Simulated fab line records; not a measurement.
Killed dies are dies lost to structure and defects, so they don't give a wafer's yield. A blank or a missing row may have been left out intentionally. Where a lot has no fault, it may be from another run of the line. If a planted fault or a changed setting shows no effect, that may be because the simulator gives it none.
Which of the tools did it? | flow sfq_line | Sampling: 15 lots, 42 wafers, 3 of 325 route steps

WHAT THE GAUGES READ, wafer by wafer
No reading from a measuring or inspecting step in the record can be judged against a usual standard deviation.

WHAT TOOL EACH LOT RAN ON (gives the tool, then ch and the chambers of the sampled wafers, and finally the start)
lot  | SFQ_TRILAYER_I1_CMP_CMP_046   | SFQ_TRILAYER_I1_METRO_MEASURE_047 | SFQ_TRILAYER_I1_VIA_ETCH_VIA_ETCH_052
L183 | cmp-01 ch 1,2,3, day 15 19:51 | film_metro-04, day 15 21:58       | rie_diel-03 ch 0,2, day 22 11:50
L185 | cmp-02 ch 0,1, day 16 09:49   | film_metro-04, day 16 13:08       | rie_diel-03 ch 0,2,3, day 23 05:14
L186 | cmp-01 ch 0,3, day 16 12:51   | film_metro-04, day 16 16:22       | rie_diel-01 ch 0,1,3, day 23 07:38
L190 | cmp-01 ch 0,1, day 18 05:38   | film_metro-04, day 18 09:10       | rie_diel-03 ch 2,3, day 24 20:50
L191 | cmp-01 ch 0,1, day 18 10:56   | film_metro-01, day 18 13:46       | rie_diel-01 ch 0,3, day 25 05:14
L192 | cmp-01 ch 0,3, day 18 22:05   | film_metro-01, day 19 00:19       | rie_diel-04 ch 2,3, day 25 18:26
L196 | cmp-02 ch 1,2,3, day 22 06:47 | film_metro-01, day 22 09:49       | rie_diel-01 ch 0,1,3, day 28 19:49
L198 | cmp-01 ch 0,2,3, day 22 22:16 | film_metro-04, day 23 00:05       | rie_diel-03 ch 0,2,3, day 29 09:08
L199 | cmp-02 ch 0,1,3, day 23 01:41 | film_metro-03, day 23 03:49       | rie_diel-04 ch 0,1, day 29 15:08
L200 | cmp-01 ch 0,2,3, day 24 18:35 | film_metro-03, day 24 20:43       | rie_diel-01 ch 2,3, day 31 09:41
L201 | cmp-01 ch 1,2,3, day 25 00:14 | film_metro-03, day 25 03:22       | rie_diel-03 ch 0,2,3, day 31 15:41
L202 | cmp-02 ch 2,3, day 25 16:40   | film_metro-03, day 25 19:17       | rie_diel-01 ch 1,2, day 32 04:53
L204 | cmp-01 ch 2,3, day 26 06:14   | film_metro-01, day 26 09:22       | rie_diel-04 ch 0,2,3, day 32 14:29
L205 | cmp-02 ch 0,1,2, day 26 07:58 | film_metro-03, day 26 11:17       | rie_diel-01 ch 0,2, day 32 16:53
L206 | cmp-02 ch 0,2,3, day 26 13:26 | film_metro-01, day 26 16:46       | rie_diel-03 ch 0,1,3, day 32 20:29
- SFQ_TRILAYER_I1_CMP_CMP_046: polishes SiO2.
- SFQ_TRILAYER_I1_METRO_MEASURE_047
- SFQ_TRILAYER_I1_VIA_ETCH_VIA_ETCH_052: etches SiO2 in CHF3, stops on Nb, target depth 260 nm.

AS READ BY THE TOOLS THEMSELVES (means over the sampled wafers that have a number; for cases with no such wafer, the mark the record gives instead)
SFQ_TRILAYER_I1_CMP_CMP_046. Usual: motor_current_A 10.7 A, standard deviation 1; time_to_endpoint_s 215 s, standard deviation 6.1.
lot  | tool   | motor_current_A (A) | time_to_endpoint_s (s) | flag
L183 | cmp-01 | 10.8                | 217                    |
L185 | cmp-02 | 10.9                | 215                    |
L186 | cmp-01 | 11.5                | 220                    |
L190 | cmp-01 | 11.4                | 204                    |
L191 | cmp-01 | 11.8                | 202                    |
L192 | cmp-01 | 11.7                | 218                    |
L196 | cmp-02 | 10.0                | 223                    |
L198 | cmp-01 | 11.1                | 217                    |
L199 | cmp-02 | 9.9                 | 224                    |
L200 | cmp-01 | 11.0                | 218                    |
L201 | cmp-01 | 10.9                | 213                    |
L202 | cmp-02 | 9.5                 | 210                    |
L204 | cmp-01 | 10.7                | 213                    |
L205 | cmp-02 | 9.9                 | 217                    |
L206 | cmp-02 | 9.6                 | 216                    |

SFQ_TRILAYER_I1_METRO_MEASURE_047. Usual: thk_nm 199.9 nm, standard deviation 0.71.
lot  | tool          | thk_nm (nm) | flag
L183 | film_metro-04 | 200.4       |
L185 | film_metro-04 | 199.2       |
L186 | film_metro-04 | 198.7       |
L190 | film_metro-04 | 214.7       | OFF
L191 | film_metro-01 | 207.3       | OFF
L192 | film_metro-01 | 207.7       | OFF
L196 | film_metro-01 | 199.5       |
L198 | film_metro-04 | 199.9       |
L199 | film_metro-03 | 200.3       |
L200 | film_metro-03 | 200.8       |
L201 | film_metro-03 | 200.9       |
L202 | film_metro-03 | 199.2       |
L204 | film_metro-01 | 199.8       |
L205 | film_metro-03 | 200.7       |
L206 | film_metro-01 | 198.7       |

SFQ_TRILAYER_I1_VIA_ETCH_VIA_ETCH_052. Usual: bias_w 79.98 W, standard deviation 0.27; drypump_motor_current_A 5.8 A, standard deviation 0.62; oes_product_au 0.854 a.u., standard deviation 0.0046.
lot  | tool        | bias_w (W) | drypump_motor_current_A (A) | oes_product_au (a.u.) | flag
L183 | rie_diel-03 | 80.23      | 5.6                         | 0.858                 |
L185 | rie_diel-03 | 79.58      | 5.6                         | 0.848                 |
L186 | rie_diel-01 | 79.98      | 5.6                         | 0.851                 |
L190 | rie_diel-03 | 79.78      | 5.8                         | 0.895                 | OFF
L191 | rie_diel-01 | 79.93      | 6.1                         | 0.875                 | OFF
L192 | rie_diel-04 | 80.06      | 5.9                         | 0.871                 | OFF
L196 | rie_diel-01 | 80.27      | 5.6                         | 0.853                 |
L198 | rie_diel-03 | 79.94      | 5.6                         | 0.855                 |
L199 | rie_diel-04 | 79.58      | 6.0                         | 0.857                 |
L200 | rie_diel-01 | 79.77      | 6.2                         | 0.856                 |
L201 | rie_diel-03 | 79.90      | 5.6                         | 0.857                 |
L202 | rie_diel-01 | 80.12      | 5.0                         | 0.848                 |
L204 | rie_diel-04 | 80.27      | 5.8                         | 0.853                 |
L205 | rie_diel-01 | 79.85      | 5.7                         | 0.853                 |
L206 | rie_diel-03 | 80.13      | 5.6                         | 0.850                 |

THE ANSWER, worked out from the rows above alone
Rule: a lot is off if the mean of its wafers that have a number lies more than 3 standard deviations from the usual mean. Also off: a lot with no number at a reading for which 4 or more lots have one. All remaining lots with rows at the step are treated as sound. The gauges are gone through in route order, then the tools' own readings, and for those a lot's mean is taken as printed above. At the first step where some lot is off, the reading lying furthest off is the one used; lots without a number count as furthest.
Off at SFQ_TRILAYER_I1_METRO_MEASURE_047 (thk_nm): L190, L191, L192.
A tool fits if, at that step or a process step before it, it ran every lot that is off, and no sound lot after the first of them. No candidate that was tried fits.

WHAT THE SIMULATOR PUT IN
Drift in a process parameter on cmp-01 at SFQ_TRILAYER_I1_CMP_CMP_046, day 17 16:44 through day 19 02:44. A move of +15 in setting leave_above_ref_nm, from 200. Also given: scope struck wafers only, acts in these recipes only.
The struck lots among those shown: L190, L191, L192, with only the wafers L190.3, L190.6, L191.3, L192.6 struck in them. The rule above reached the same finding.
